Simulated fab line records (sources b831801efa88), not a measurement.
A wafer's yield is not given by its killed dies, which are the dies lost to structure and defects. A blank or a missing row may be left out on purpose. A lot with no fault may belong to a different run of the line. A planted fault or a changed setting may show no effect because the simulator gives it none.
A lot that was struck, set against a sound lot || flow gf180mcu || 16 out of 602 route steps
Sound: these wafers, L449.3, L449.4, L449.6. Struck: wafers L446.2, L446.5. The cause is named last.
Per side, at each step with rows, come the tool, then ch with its chambers, and then its first start. Under that, the readings that differ: sound wafers || struck wafers || difference of the means || sigmas: that difference in standard deviations of wafers without a fault.
alike: a reading whose means differ by less than 2 such deviations, as well as words and numbers matching on both sides. not compared: withheld readings; readings where some wafer has no value; bounds like >300 that might hide an equal value; numbers whose values overlap and for which the record gives no deviation.
Wherever a step has rows on one side only, a row that says differs or no value, or a row with sigmas, the two part there. When numbers do not overlap yet have no deviation, they are printed without sigmas and do not part them. A reading missing from all wafers of one side parts the sides only when that side holds two or more wafers.

GF_M1_SPUTTER_04: material TiN, target thk 50 nm, time 41.7 s.
  sound on pvd sputter-04, day 22 23:06; struck on pvd sputter-01, day 22 01:21
  alike: chamber pressure pa, throttle valve pct
GF_M1_RS_MEAS_05: uses a four-point probe to measure.
  sound on film metro-03, day 22 23:11; struck on film metro-02, day 22 01:25
  alike: M1_ALCU_RS
GF_M1_THK_MEAS_06: measures by xrf.
  sound on film metro-03, day 22 23:17; struck on film metro-02, day 22 01:31
  alike: M1_ALCU_THK
then, 7 steps without rows for these wafers: GF_M1_DEHYDRATE_07 (time 60 s); GF_M1_HMDS_08 (prime time 60 s); GF_M1_COAT_09 (resist thk 1000 nm); GF_M1_SOFTBAKE_10 (time 60 s); GF_M1_EXPOSE_11 (exposes mask Metal1, target cd 230 nm); GF_M1_PEB_12 (peb time 90 s); GF_M1_DEVELOP_13 (develop time 60 s).
GF_M1_CD_MEAS_14: the cd target is 230 nm.
  sound on cd sem-01, day 23 22:03; struck on cd sem-02, day 23 00:47
  alike: cd nm
GF_M1_OVL_MEAS_15:
  sound on overlay-01, day 23 22:08; struck on overlay-01, day 23 00:53
  alike: M1_OVL
GF_M1_METAL_ETCH_16: etches the open film in Cl2/BCl3, stops on SiO2, target depth 750.8 nm, time 125.1 s.
  sound on rie metal-01 ch 0,1, day 23 22:13; struck on rie metal-03 ch 0,1, day 23 00:55
{"reading": "drypump motor current A (A)", "sound": "5.5 5.1 5.1", "struck": "6.5 6.0", "difference": "+1.0", "sigmas": "+2"}
{"reading": "he backside leak sccm (sccm)", "sound": "4.71 3.47 3.45", "struck": "3.45 3.36", "difference": -0.47, "sigmas": -2}
{"reading": "run length s (s)", "sound": "153.3 153.4 153.5", "struck": "139.5 139.4", "difference": -14.0, "sigmas": -40}
{"reading": "model.KrF_of_M1_COAT_09.thk nm (nm)", "sound": "685.2 691.1 692.2", "struck": "726.4 718", "difference": "+32.7", "sigmas": ""}
  alike: oes product au, throttle valve pct
  not compared: rf hours counter h
GF_M1_STRIP_17: strips in O2/N2.
  sound on plasma asher-03 ch 0,1, day 23 22:20; struck on plasma asher-03 ch 1, day 23 01:02
{"reading": "oes product au (a.u.)", "sound": "0.536 0.533 0.546", "struck": "0.555 0.550", "difference": "+0.014", "sigmas": "+3"}
{"reading": "strip time to endpoint s (s)", "sound": "7.39 7.42 7.46", "struck": "7.79 7.70", "difference": "+0.32", "sigmas": "+4"}
  alike: drypump motor current A, heater power w, platen temp c
  not compared: rf hours counter h
then, 1 step without rows for these wafers: GF_M1_STRIP_18 (strips in post etch residue remover, time 1200 s).
GF_PASSIVATION_PROBE_99:
  the record holds rows for the sound wafers here (prober-01, day 34 03:49) but none for the struck ones

== WHERE THEY PART ==
Last at GF_PASSIVATION_PROBE_99 as far as this record goes, first at GF_M1_METAL_ETCH_16.

WHY: whatever the simulator had introduced
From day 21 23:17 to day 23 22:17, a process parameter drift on rie metal-03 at GF_M1_METAL_ETCH_16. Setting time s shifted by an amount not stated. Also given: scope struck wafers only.
